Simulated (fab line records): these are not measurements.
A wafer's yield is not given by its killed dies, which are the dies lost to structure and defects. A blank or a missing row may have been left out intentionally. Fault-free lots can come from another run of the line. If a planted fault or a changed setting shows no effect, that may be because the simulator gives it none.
A struck lot beside a sound one | flow sfq_line | 24 steps out of a route of 325
Sound: the wafers L776.1, L776.2, L776.3. Struck: wafers L786.3, L786.5, L786.6. The cause is named last.
Per side, at each step with rows, come the tool, then ch with its chambers, and then its first start. Under that, the readings that differ: sound wafers | struck wafers | difference of the means | sigmas: that difference in standard deviations of wafers without a fault.
alike: same words and numbers on both sides, and readings whose means sit less than 2 such deviations apart. not compared: any withheld reading, any reading some wafer has no value for, any bound like >300 that may hide the same value, and any number with overlapping values for which the record gives no deviation.
A row with sigmas, a row that says differs or no value, or rows on one side alone: a step with any of these is where the two part. Non-overlapping numbers with no deviation appear without sigmas and do not part them. A reading missing from all wafers of one side parts the sides only when that side holds two or more wafers.

first, 6 steps without rows for these wafers: SFQ_TRILAYER_I2_VIA_LITHO_COAT_072 (resist thk 62 nm); SFQ_TRILAYER_I2_VIA_LITHO_COAT_067 (resist thk 650 nm); SFQ_TRILAYER_I2_VIA_LITHO_SOFTBAKE_071; SFQ_TRILAYER_I2_VIA_LITHO_EXPOSE_068 (exposes mask I2, target cd 500 nm); SFQ_TRILAYER_I2_VIA_LITHO_PEB_070 (peb time 60 s); SFQ_TRILAYER_I2_VIA_LITHO_DEVELOP_069 (time 60 s).
SFQ_I2_OVL_MEAS_918:
  sound on overlay-01, day 27 03:17; struck on overlay-01, day 31 02:44
  alike: I2_OVL
SFQ_TRILAYER_I2_VIA_BARC_OPEN_VIA_ETCH_096: etches BARC in O2, target depth 125 nm, time 41.7 s.
  sound on rie_diel-02 ch 1,2,3, day 27 03:19; struck on rie_diel-02 ch 0,3, day 31 02:46
  alike: drypump_motor_current_A, oes_product_au, rf_fwd_power_W
  not compared: rf_hours_counter_h
SFQ_TRILAYER_I2_VIA_ETCH_VIA_ETCH_070: etches SiO2 in CHF3, stops on Nb, target depth 260 nm.
  sound on rie_diel-02 ch 1,2,3, day 27 03:21; struck on rie_diel-02 ch 0,3, day 31 02:48
  alike: drypump_motor_current_A, oes_product_au, rf_fwd_power_W
SFQ_TRILAYER_I2_VIA_STRIP_STRIP_071: strips in O2.
  sound on rie_metal-01 ch 0,1, day 27 03:28; struck on rie_metal-02 ch 1, day 31 03:19
  alike: drypump_motor_current_A, oes_product_au, platen_temp_c
  not compared: rf_hours_counter_h
then, 2 steps without rows for these wafers: SFQ_TRILAYER_I2_VIA_STRIP_SOLV_CLEAN_072 (cleans in NMP, time 600 s); SFQ_TRILAYER_M3_DEP_PRE_CLEAN_074 (time 22.5 s).
SFQ_TRILAYER_M3_DEP_SPUTTER_073: material Nb, target thk 200 nm, time 133.3 s.
  sound on pvd_sputter-04, day 27 04:16; struck on pvd_sputter-04, day 31 04:36
  alike: substrate_temp_c, throttle_valve_pct
SFQ_M3_RS_MEAS_919: the measuring method here is four-point-probe.
  sound on film_metro-04, day 27 04:22; struck on film_metro-03, day 31 04:44
  reading           | sound             | struck            | difference | sigmas
  M3_NB_RS (ohm/sq) | 0.913 0.908 0.911 | 0.448 0.448 0.447 | -0.463     | -47
then, 6 steps without rows for these wafers: SFQ_TRILAYER_M3_LITHO_COAT_080 (resist thk 62 nm); SFQ_TRILAYER_M3_LITHO_COAT_075 (resist thk 600 nm); SFQ_TRILAYER_M3_LITHO_SOFTBAKE_079; SFQ_TRILAYER_M3_LITHO_EXPOSE_076 (exposes mask M3, target cd 500 nm); SFQ_TRILAYER_M3_LITHO_PEB_078 (peb time 60 s); SFQ_TRILAYER_M3_LITHO_DEVELOP_077 (time 60 s).
-- the record jumps here: 2 days lie between the struck wafers' starts before and after --
SFQ_M3_OVL_MEAS_921:
  sound on overlay-01, day 29 02:36; struck on overlay-01, day 33 12:25
  alike: M3_OVL
SFQ_TRILAYER_M3_BARC_OPEN_METAL_ETCH_100: etches BARC in O2, target depth 125 nm, time 41.7 s.
  sound on rie_metal-04 ch 0,1, day 29 02:38; struck on rie_metal-04 ch 0,1, day 33 12:28
  alike: drypump_motor_current_A, oes_product_au, rf_fwd_power_W
  not compared: rf_hours_counter_h
SFQ_TRILAYER_M3_ETCH_METAL_ETCH_078: etches Nb in Cl2/Ar, stops on SiO2, target depth 240 nm, time 120 s.
  sound on rie_metal-04 ch 0,1, day 29 02:42; struck on rie_metal-04 ch 0,1, day 33 12:32
  reading                        | sound             | struck            | difference | sigmas
  oes_product_au (a.u.)          | 0.885 0.888 0.890 | 0.999 1.002 1.002 | +0.113     | +16
  model.etch.depth_nm (nm)       | 195.1 196.1 195.9 | 240.8 242 242.6   | +46.1      |
  model.M3.feature_depth_nm (nm) | 195.1 196.1 195.9 | 240.8 242 242.6   | +46.1      |
  alike: drypump_motor_current_A, rf_fwd_power_W
  not compared: rf_hours_counter_h
SFQ_TRILAYER_M3_STRIP_STRIP_079: strips in O2.
  sound on rie_metal-04 ch 0,1, day 29 02:49; struck on rie_metal-04 ch 0,1, day 33 12:49
  alike: drypump_motor_current_A, oes_product_au, platen_temp_c
  not compared: rf_hours_counter_h

WHERE THEY PART
At SFQ_M3_RS_MEAS_919 first; at SFQ_TRILAYER_M3_ETCH_METAL_ETCH_078 last (within this record only). Later steps at which nothing parts them and some readings are alike: SFQ_TRILAYER_M3_STRIP_STRIP_079.

WHY: what the simulator had put in
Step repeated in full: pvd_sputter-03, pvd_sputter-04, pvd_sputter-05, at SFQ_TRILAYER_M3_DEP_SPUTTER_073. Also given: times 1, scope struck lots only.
